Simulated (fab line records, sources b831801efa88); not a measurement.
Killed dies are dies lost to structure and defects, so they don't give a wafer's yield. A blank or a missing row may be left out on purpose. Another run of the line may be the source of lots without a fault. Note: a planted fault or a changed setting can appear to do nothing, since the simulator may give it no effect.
Comparing a struck lot with a sound one / flow sky130 / 16 steps out of a route of 708
Sound: the wafers L896.1, L896.2, L896.4. Struck: wafer L905.5; the same lot's L905.1 was not struck, so it is left out; see the end for the cause.
Order at every step that has rows: each side's tool, ch and its chambers, its first start. Under that, the readings that differ: sound wafers / struck wafers / difference of the means / sigmas: that difference in standard deviations of wafers without a fault.
alike: readings with means less than 2 such deviations apart, plus words and numbers identical on both sides. not compared: withheld readings, readings lacking a value on some wafer, bounds such as >300 that could conceal the same value, and numbers that have no deviation in the record and whose values overlap.
Wherever a step has rows on one side only, a row that says differs or no value, or a row with sigmas, the two part there. Numbers that have no deviation but don't overlap get no sigmas and don't part them. Lack of a reading on every wafer of one side parts them only where that side has two or more wafers.

first, 2 steps without rows for these wafers: SKY_METAL3_PEB_11; SKY_METAL3_DEVELOP_12 (develop time 60 s).
SKY_METAL3_CD_MEAS_13 targets a cd of 300 nm.
  sound on cdSem-01 at day 39 15:50; struck on cdSem-02 at day 42 10:38
  alike: cdNm
SKY_METAL3_OVL_MEAS_14:
  sound on overlay-02 at day 39 15:57; struck on overlay-01 at day 42 10:45
  alike: METAL3_OVL
SKY_METAL3_DESCUM_15: chemistry O2, time 8 s.
  sound on rieMetal-03 ch 0,1, day 39 15:59; struck on rieMetal-04 ch 0, day 42 10:47
  alike: drypumpMotorCurrentA, oesProductAu
  not compared: rfHoursCounterH
then, 1 step without rows for these wafers: SKY_METAL3_ETCH_16 (etches BARC in N2/H2, stops on SiO2, time 88.2 s, target depth 60 nm).
SKY_METAL3_ETCH_17: etches SiO2 in C4F8/O2/Ar, stops on TiN, time 3.9 s, target depth 15 nm.
  sound on rieDiel-01 ch 0,1,3, day 39 16:07; struck on rieDiel-04 ch 3, day 42 10:55
  alike: oesProductAu
  not compared: rfHoursCounterH
SKY_METAL3_METAL_ETCH_18: etches the open film in Cl2/BCl3, stops on SiO2, target depth 845 nm, time 183.1 s.
  sound on rieMetal-04 ch 0,1, day 39 16:08; struck on rieMetal-03 ch 1, day 42 10:56
reading=throttleValvePct (%); sound=22.250 22.272 22.254; struck=22.276; difference=+0.017; sigmas=+2
  alike: drypumpMotorCurrentA, oesProductAu
  not compared: rfHoursCounterH
SKY_METAL3_STRIP_19: strips in O2/N2.
  sound on plasmaAsher-02 ch 0,1, day 39 16:19; struck on plasmaAsher-03 ch 0, day 42 11:07
  alike: drypumpMotorCurrentA, oesProductAu, stripTimeToEndpointS
  not compared: rfHoursCounterH
then, 3 steps without rows for these wafers: SKY_METAL3_STRIP_20 (strips in post etch residue remover, time 1200 s); SKY_METAL3_CLEAN_21 (cleans in IPA, time 180 s); SKY_METAL3_CLEAN_22 (cleans in O3/DIW).
SKY_VIA3_HDPCVD_00: deposits SiO2, target thk 1635 nm, time 272.5 s.
  sound on hdpcvd-02 ch 0,2, day 39 16:55; struck on hdpcvd-01 ch 2, day 42 11:57
reading=runLengthS (s); sound=300.7 301.4 300.0; struck=250.6; difference=-50.1; sigmas=-89
reading=model.SiO2_of_VIA3_HDPCVD_00.thkNm (nm); sound=1658 1656 1656; struck=1339; difference=-318; sigmas=
SKY_VIA3_THK_MEAS_01:
  sound on filmMetro-02 at day 39 17:05; struck on filmMetro-02 at day 42 12:07
reading=VIA3_HDPCVD_THK (nm); sound=1658 1658 1656; struck=1341; difference=-316; sigmas=-16
SKY_VIA3_CMP_02: polishes SiO2.
  sound on cmp-01 ch 1,2,3, day 39 17:08; struck on cmp-01 ch 2, day 42 12:17
  alike: motorCurrentA, slurryFlowMlMin
after that, 1 step had no rows for these wafers: SKY_PAD_OPEN_PROBE_99.

== WHERE THEY PART ==
First at SKY_METAL3_METAL_ETCH_18; last, within this record, at SKY_VIA3_THK_MEAS_01. Later steps at which nothing parts them and some readings are alike: SKY_VIA3_CMP_02.

WHY: whatever the simulator had introduced
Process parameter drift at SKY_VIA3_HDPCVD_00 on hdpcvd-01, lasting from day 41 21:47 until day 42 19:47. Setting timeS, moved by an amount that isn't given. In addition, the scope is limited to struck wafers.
